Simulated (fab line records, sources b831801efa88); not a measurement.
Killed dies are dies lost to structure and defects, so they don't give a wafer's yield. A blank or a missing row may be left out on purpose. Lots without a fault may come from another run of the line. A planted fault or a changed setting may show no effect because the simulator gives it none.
A struck lot beside a sound one | flow gf180mcu | 16 steps out of a route of 602
Sound: wafers L469.1, L469.4, L469.6. Struck: wafers L461.3, L461.4, L461.6. The cause comes at the end.
At each step with rows: each side's tool, then ch and its chambers, then its first start. Under that, the readings that differ: sound wafers | struck wafers | difference of the means | sigmas: that difference in standard deviations of wafers without a fault.
alike: readings whose means differ by less than 2 such deviations, and words and numbers that are the same on both sides. not compared: withheld readings, readings that some wafer has no value for, bounds like >300 that may hide the same value, and numbers for which the record gives no deviation and whose values overlap.
The two part at a step that has a row with sigmas, a row that says differs or no value, or rows on one side only. Numbers that don't overlap but have no deviation are shown without sigmas and don't part them. A reading that every wafer of one side lacks parts them only if that side has two wafers or more.

first, 3 steps without rows for these wafers: GF_V4_EXPOSE_11 (exposes mask Via4, target cd 260 nm); GF_V4_PEB_12 (peb time 90 s); GF_V4_DEVELOP_13 (develop time 60 s).
GF_V4_CD_MEAS_14: target cd 260 nm.
  sound on cd_sem-01, day 30 11:23; struck on cd_sem-02, day 28 11:32
  alike: cd_nm
GF_V4_OVL_MEAS_15:
  sound on overlay-01, day 30 11:31; struck on overlay-02, day 28 11:38
  alike: V4_OVL
GF_V4_ETCH_16: etches BARC in N2/H2.
  sound on rie_diel-03 ch 1,2, day 30 11:33; struck on rie_diel-03 ch 1,2, day 28 11:40
  alike: bias_w, drypump_motor_current_A, n2_flow_sccm, oes_product_au, throttle_valve_pct
GF_V4_ETCH_17: etches SiO2 in C4F8/O2/Ar, stops on TiN, target depth 630 nm.
  sound on rie_diel-03 ch 1,2; struck on rie_diel-03 ch 1,2
  alike: bias_w, oes_product_au
GF_V4_STRIP_18: strips in O2/N2.
  sound on plasma_asher-04 ch 0,1, day 30 11:41; struck on plasma_asher-02 ch 0,1, day 28 11:49
  alike: drypump_motor_current_A, heater_power_w, n2_flow_sccm, oes_product_au
  not compared: rf_hours_counter_h
then, 2 steps without rows for these wafers: GF_V4_STRIP_19 (strips in post etch residue remover, time 1200 s); GF_V4_CLEAN_20 (cleans in DIW).
GF_V4_SPUTTER_21: material Ti, target thk 15 nm, time 80.02 s.
  sound on pvd_sputter-02, day 30 12:15; struck on pvd_sputter-01, day 28 12:21
  alike: throttle_valve_pct
GF_V4_SPUTTER_22: material TiN, target thk 10 nm, time 40 s.
  sound on pvd_sputter-02, day 30 12:19; struck on pvd_sputter-01, day 28 12:25
  alike: throttle_valve_pct
GF_V4_CVD_23: deposits W, target thk 350 nm, time 104.9 s.
  sound on cvd_w-02 ch 0,1, day 30 12:21; struck on cvd_w-01 ch 0,1, day 28 12:29
  reading                          | sound             | struck            | difference | sigmas
  chamber_pressure_Torr (Torr)     | 39.96 40.00 40.07 | 35.35 35.32 35.31 | -4.68      | -64
  model.W_of_V4_CVD_23.thk_nm (nm) | 354.7 356.6 350.3 | 330.4 328.6 327.8 | -24.9      |
  alike: heater_power_w
GF_V4_RS_MEAS_24: measures by four-point-probe.
  sound on film_metro-01, day 30 12:28; struck on film_metro-01, day 28 13:07
  reading          | sound             | struck            | difference | sigmas
  V4_W_RS (ohm/sq) | 0.322 0.321 0.327 | 0.347 0.349 0.350 | +0.025     | +7
  not compared: hold
GF_V4_THK_MEAS_25: measures by xrf.
  sound on film_metro-01, day 30 12:35; struck on film_metro-01, day 28 15:47
  reading       | sound       | struck      | difference | sigmas
  V4_W_THK (nm) | 365 367 358 | 338 335 331 | -29        | -5
  not compared: hold
GF_PASSIVATION_PROBE_99:
  the record has rows for the sound wafers here (prober-01, day 34 07:07) and none for the struck ones

WHERE THEY PART
First at GF_V4_CVD_23; last, within this record, at GF_PASSIVATION_PROBE_99.

WHY: what the simulator had put in
Process parameter drift: cvd_w-01, from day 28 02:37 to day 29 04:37, at GF_V4_CVD_23. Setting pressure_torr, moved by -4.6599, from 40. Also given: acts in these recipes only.
